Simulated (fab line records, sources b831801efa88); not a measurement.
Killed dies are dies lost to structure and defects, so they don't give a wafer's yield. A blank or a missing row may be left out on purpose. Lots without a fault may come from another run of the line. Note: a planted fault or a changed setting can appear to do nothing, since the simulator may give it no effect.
Check for tools in common + flow gf180mcu + 12 lots, 36 wafers sampled

## REASON IT WAS OPENED
GF_MVPSD_TW_MEAS_11, reading MVPSD_TW: flagged on 3 of 12 lots. No-fault wafers: 551, standard deviation 4.3.
Rule: a lot is flagged when every wafer of it that has a number lies more than 4 standard deviations from that mean, or none has a number. All remaining lots are regarded as sound.

| lot  | measured     | on            | MVPSD_TW, wafer by wafer | flag    |
|------|--------------|---------------|--------------------------|---------|
| L646 | day 5 00:08  | film metro-01 | 554 548 553              |         |
| L647 | day 5 06:44  | film metro-01 | 551 553 552              |         |
| L648 | day 5 12:37  | film metro-01 | 554 553 552              |         |
| L650 | day 5 23:46  | film metro-03 | 551 552 554              |         |
| L652 | day 6 11:37  | film metro-04 | 548 548 548              |         |
| L653 | day 6 16:43  | film metro-03 | 547 548 549              |         |
| L656 | day 7 12:11  | film metro-03 | 601 600 597              | FLAGGED |
| L657 | day 7 18:08  | film metro-01 | 609 610 606              | FLAGGED |
| L659 | day 8 05:43  | film metro-03 | 602 600 604              | FLAGGED |
| L666 | day 10 02:28 | film metro-04 | 547 544 547              |         |
| L668 | day 10 14:08 | film metro-03 | 550 548 549              |         |
| L669 | day 10 17:22 | film metro-01 | 565 560 562              |         |
Average over the flagged lots: 603; offset from the usual +52, equal to +12 standard deviations.

## LOT BY LOT: THE TOOL USED
The record keeps 1 process step preceding the reading, out of 602 steps on the route. Each cell gives the tool, then ch followed by the chambers the sampled wafers passed through, then the start.
| lot  | flag    | GF_MVPSD_IMPLANT_08             |
|------|---------|---------------------------------|
| L646 |         | implanter-01 ch 0, day 4 23:44  |
| L647 |         | implanter-01 ch 0, day 5 06:20  |
| L648 |         | implanter-01 ch 0, day 5 12:13  |
| L650 |         | implanter-02 ch 0, day 5 23:22  |
| L652 |         | implanter-02 ch 0, day 6 11:13  |
| L653 |         | implanter-03 ch 0, day 6 16:20  |
| L656 | FLAGGED | implanter-01 ch 0, day 7 11:49  |
| L657 | FLAGGED | implanter-01 ch 0, day 7 17:46  |
| L659 | FLAGGED | implanter-01 ch 0, day 8 05:19  |
| L666 |         | implanter-02 ch 0, day 10 02:05 |
| L668 |         | implanter-01 ch 0, day 10 13:45 |
| L669 |         | implanter-02 ch 0, day 10 16:58 |
What these steps do:
- GF_MVPSD_IMPLANT_08
- GF_MVPSD_TW_MEAS_11

## FLAGGED OVER TOTAL, TOOL BY TOOL (the gauges that took the reading come last)
| step                | tool          | lots run | flagged | share of the flagged lots | sound lots run after its first flagged lot |
|---------------------|---------------|----------|---------|---------------------------|--------------------------------------------|
| GF_MVPSD_IMPLANT_08 | implanter-01  | 7        | 3       | all                       | 1 (L668)                                   |
| GF_MVPSD_IMPLANT_08 | implanter-02  | 4        | 0       | none                      | -                                          |
| GF_MVPSD_IMPLANT_08 | implanter-03  | 1        | 0       | none                      | -                                          |
| GF_MVPSD_TW_MEAS_11 | film metro-01 | 5        | 1       | some                      | 1 (L669)                                   |
| GF_MVPSD_TW_MEAS_11 | film metro-03 | 5        | 2       | some                      | 1 (L668)                                   |
| GF_MVPSD_TW_MEAS_11 | film metro-04 | 2        | 0       | none                      | -                                          |

## THE TABLE: WHAT IT ALLOWS
Rows of the table that ran each flagged lot: 1, that is implanter-01 at GF_MVPSD_IMPLANT_08.
- implanter-01 at GF_MVPSD_IMPLANT_08: 3 of its 7 lots flagged. Sound lots followed the first flagged one (L668) on it, something a lasting fault affecting the whole tool could not allow. Its own readings (tilt deg) fall more than 4 standard deviations out on all wafers of the flagged lots.
No row of the table ran every flagged lot and no sound lot after the first.

## WHAT THE SIMULATOR PUT IN
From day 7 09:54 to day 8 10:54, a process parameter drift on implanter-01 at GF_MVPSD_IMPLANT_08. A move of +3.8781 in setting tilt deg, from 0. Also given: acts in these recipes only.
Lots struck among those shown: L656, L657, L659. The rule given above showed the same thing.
